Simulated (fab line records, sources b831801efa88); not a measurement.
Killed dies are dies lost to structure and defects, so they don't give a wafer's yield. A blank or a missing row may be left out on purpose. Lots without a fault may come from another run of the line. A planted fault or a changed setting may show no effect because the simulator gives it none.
Chamber matching | flow sky130 | SKY_VIA4_CMP_21 on cmp-01: 4 sister chambers
The step polishes, stops on SiO2, t overpolish 25 s, target thk 0 nm. 22 wafers are shown with their chamber, then 11 later ones without.

WAFERS WITH THEIR CHAMBER
wafer  | chamber | motor_current_A (A) | time_to_endpoint_s (s) | overpolish_run_s (s)
L075.4 | 0       | 9.4                 | 126                    | 24.991
L075.5 | 3       | 12.8                | 125                    | 24.998
L075.6 | 0       | 9.3                 | 130                    | 25.003
L077.3 | 3       | 12.7                | 125                    | 24.995
L077.5 | 0       | 9.6                 | 131                    | 24.996
L077.6 | 3       | 13.0                | 132                    | 25.006
L078.1 | 1       | 11.0                | 121                    | 25.008
L078.4 | 3       | 12.5                | 131                    | 24.998
L078.5 | 2       | 12.5                | 136                    | 24.994
L083.2 | 0       | 9.6                 | 132                    | 24.998
L083.4 | 3       | 13.6                | 122                    | 25.014
L083.6 | 0       | 9.4                 | 128                    | 24.999
L084.1 | 2       | 13.0                | 131                    | 24.981
L084.5 | 2       | 12.6                | 127                    | 24.999
L084.6 | 3       | 13.3                | 125                    | 25.002
L085.1 | 3       | 13.2                | 119                    | 24.999
L085.5 | 2       | 13.1                | 129                    | 25.000
L085.6 | 3       | 13.5                | 126                    | 24.995
L086.1 | 0       | 9.2                 | 124                    | 24.985
L086.2 | 3       | 13.7                | 120                    | 24.989
L086.5 | 1       | 10.9                | 118                    | 24.997
L088.1 | 1       | 11.4                | 117                    | 24.990

SIGNATURES (means of the wafers above)
reading            | chamber 0 | chamber 1 | chamber 2 | chamber 3 | scatter within a chamber
motor_current_A    | 9.417     | 11.100    | 12.800    | 13.144    | 0.329
time_to_endpoint_s | 128.50    | 118.67    | 130.75    | 125.00    | 3.78
overpolish_run_s   | 24.99533  | 24.99833  | 24.99350  | 24.99956  | 0.0075
Rule: a wafer's distance from a chamber is the root of the sum, over the readings, of the square of ((its reading less the chamber's mean) divided by the reading's scatter). The wafer belongs to the nearest chamber; if the next one is less than 2 further off, it can't be placed. The scatter: the root of (the sum of the squares of (reading less its chamber's mean) over the shown wafers, divided by (wafers less chambers)).

WAFERS WITHOUT THEIR CHAMBER
wafer  | motor_current_A (A) | time_to_endpoint_s (s) | overpolish_run_s (s)
L088.2 | 9.2                 | 130                    | 24.995
L088.4 | 13.1                | 123                    | 24.990
L089.2 | 11.3                | 114                    | 24.997
L089.4 | 13.4                | 134                    | 25.004
L089.5 | 11.3                | 115                    | 24.995
L090.1 | 9.8                 | 123                    | 25.011
L090.4 | 13.0                | 129                    | 25.013
L090.6 | 8.9                 | 127                    | 25.003
L092.1 | 9.7                 | 133                    | 25.008
L092.5 | 13.2                | 123                    | 24.999
L092.6 | 12.8                | 133                    | 24.998

WHICH CHAMBER EACH WENT THROUGH
wafer  | from the rows above     | in truth
L088.2 | 0                       | 0
L088.4 | can't be placed: 3 or 2 | 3
L089.2 | 1                       | 1
L089.4 | can't be placed: 2 or 3 | 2
L089.5 | 1                       | 1
L090.1 | can't be placed: 0 or 1 | 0
L090.4 | can't be placed: 3 or 2 | 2
L090.6 | 0                       | 0
L092.1 | 0                       | 0
L092.5 | can't be placed: 3 or 2 | 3
L092.6 | can't be placed: 2 or 3 | 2
Placed correctly: 5 of 11. Can't be placed from these rows: 6 (the true chamber is among the candidates in 6). Placed wrongly: 0.
